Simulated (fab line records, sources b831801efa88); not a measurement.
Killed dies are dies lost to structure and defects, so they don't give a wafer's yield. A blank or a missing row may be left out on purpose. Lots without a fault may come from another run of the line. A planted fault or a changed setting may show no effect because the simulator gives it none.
A struck lot beside a sound one | flow gf180mcu | 20 steps out of a route of 602
Sound: wafers L279.1, L279.5, L279.6. Struck: wafers L293.2, L293.5, L293.6. The cause comes at the end.
At each step with rows: each side's tool, then ch and its chambers, then its first start. Under that, the readings that differ: sound wafers | struck wafers | difference of the means | sigmas: that difference in standard deviations of wafers without a fault.
alike: readings whose means differ by less than 2 such deviations, and words and numbers that are the same on both sides. not compared: withheld readings, readings that some wafer has no value for, bounds like >300 that may hide the same value, and numbers for which the record gives no deviation and whose values overlap.
The two part at a step that has a row with sigmas, a row that says differs or no value, or rows on one side only. Numbers that don't overlap but have no deviation are shown without sigmas and don't part them. A reading that every wafer of one side lacks parts them only if that side has two wafers or more.

GF_CONTACT_CMP_27: polishes, stops on SiO2, t overpolish 15 s, target thk 0 nm.
  sound on cmp-01 ch 0,1,2, day 17 04:35; struck on cmp-02 ch 0,2,3, day 22 09:12
  alike: motor_current_A, overpolish_run_s, time_to_endpoint_s
then, 1 step without rows for these wafers: GF_M1_SPUTTER_00 (material Ti, target thk 37.5 nm, time 150 s).
GF_M1_SPUTTER_01: material TiN, target thk 30 nm, time 25 s.
  sound on pvd_sputter-02, day 17 04:50; struck on pvd_sputter-02, day 22 09:30
  alike: throttle_valve_pct
then, 1 step without rows for these wafers: GF_M1_SPUTTER_02 (material AlCu, target thk 450 nm, time 23.9 s).
GF_M1_SPUTTER_03: material Ti, target thk 10 nm, time 6.7 s.
  sound on pvd_sputter-02, day 17 04:55; struck on pvd_sputter-02, day 22 09:34
  alike: throttle_valve_pct
GF_M1_SPUTTER_04: material TiN, target thk 50 nm, time 41.7 s.
  sound on pvd_sputter-02, day 17 04:56; struck on pvd_sputter-02, day 22 09:35
  alike: throttle_valve_pct
GF_M1_RS_MEAS_05: measures by four-point-probe.
  sound on film_metro-01, day 17 04:58; struck on film_metro-02, day 22 09:38
  alike: M1_ALCU_RS
GF_M1_THK_MEAS_06: measures by xrf.
  sound on film_metro-01, day 17 05:05; struck on film_metro-02, day 22 09:45
  alike: M1_ALCU_THK
then, 4 steps without rows for these wafers: GF_M1_DEHYDRATE_07 (time 60 s); GF_M1_HMDS_08 (prime time 60 s); GF_M1_COAT_09 (resist thk 1000 nm); GF_M1_SOFTBAKE_10 (time 60 s).
GF_M1_EXPOSE_11: exposes mask Metal1, target cd 230 nm.
  sound on krf_scanner-01 ch 0, day 17 17:23; struck on krf_scanner-01 ch 0, day 22 21:16
  reading              | sound                | struck               | difference | sigmas
  exposure_dose_mJ_cm2 | 27.961 28.020 27.976 | 21.794 21.792 21.837 | -6.178     | -99 or more
  alike: mask, focus_offset_nm
then, 2 steps without rows for these wafers: GF_M1_PEB_12 (peb time 90 s); GF_M1_DEVELOP_13 (develop time 60 s).
GF_M1_CD_MEAS_14: target cd 230 nm.
  sound on cd_sem-02, day 18 04:54; struck on cd_sem-02, day 23 08:22
  reading    | sound             | struck            | difference | sigmas
  cd_nm (nm) | 233.0 231.8 231.8 | 268.8 269.5 268.5 | +36.7      | +28
GF_M1_OVL_MEAS_15:
  sound on overlay-01, day 18 05:01; struck on overlay-02, day 23 08:28
  reading     | sound  | struck   | difference | sigmas
  M1_OVL (nm) | 2 5 16 | -5 -5 -5 | -13        | -2
GF_M1_METAL_ETCH_16: etches the open film in Cl2/BCl3, stops on SiO2, target depth 627.5 nm, time 104.6 s.
  sound on rie_metal-03 ch 0,1, day 18 05:03; struck on rie_metal-04 ch 0,1, day 23 08:30
  reading                     | sound             | struck          | difference | sigmas
  drypump_motor_current_A (A) | 5.56 5.56 5.47    | 5.92 5.82 5.93  | +0.36      | +2
  model.M1.cd_nm (nm)         | 235.5 235.2 233.1 | 267.8 272.8 271 | +35.9      |
  alike: oes_product_au, throttle_valve_pct
  not compared: rf_hours_counter_h
GF_M1_STRIP_17: strips in O2/N2.
  sound on plasma_asher-04 ch 0,1, day 18 05:10; struck on plasma_asher-03 ch 0,1, day 23 08:37
  alike: drypump_motor_current_A, heater_power_w, oes_product_au, strip_time_to_endpoint_s
  not compared: rf_hours_counter_h
GF_PASSIVATION_PROBE_99:
  the record has rows for the sound wafers here (prober-02, day 30 00:00) and none for the struck ones

WHERE THEY PART
First at GF_M1_EXPOSE_11; last, within this record, at GF_PASSIVATION_PROBE_99.

WHY: what the simulator had put in
Process parameter drift: krf_scanner-01, from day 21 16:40 on, at GF_M1_EXPOSE_11. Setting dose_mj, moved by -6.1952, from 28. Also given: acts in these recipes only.
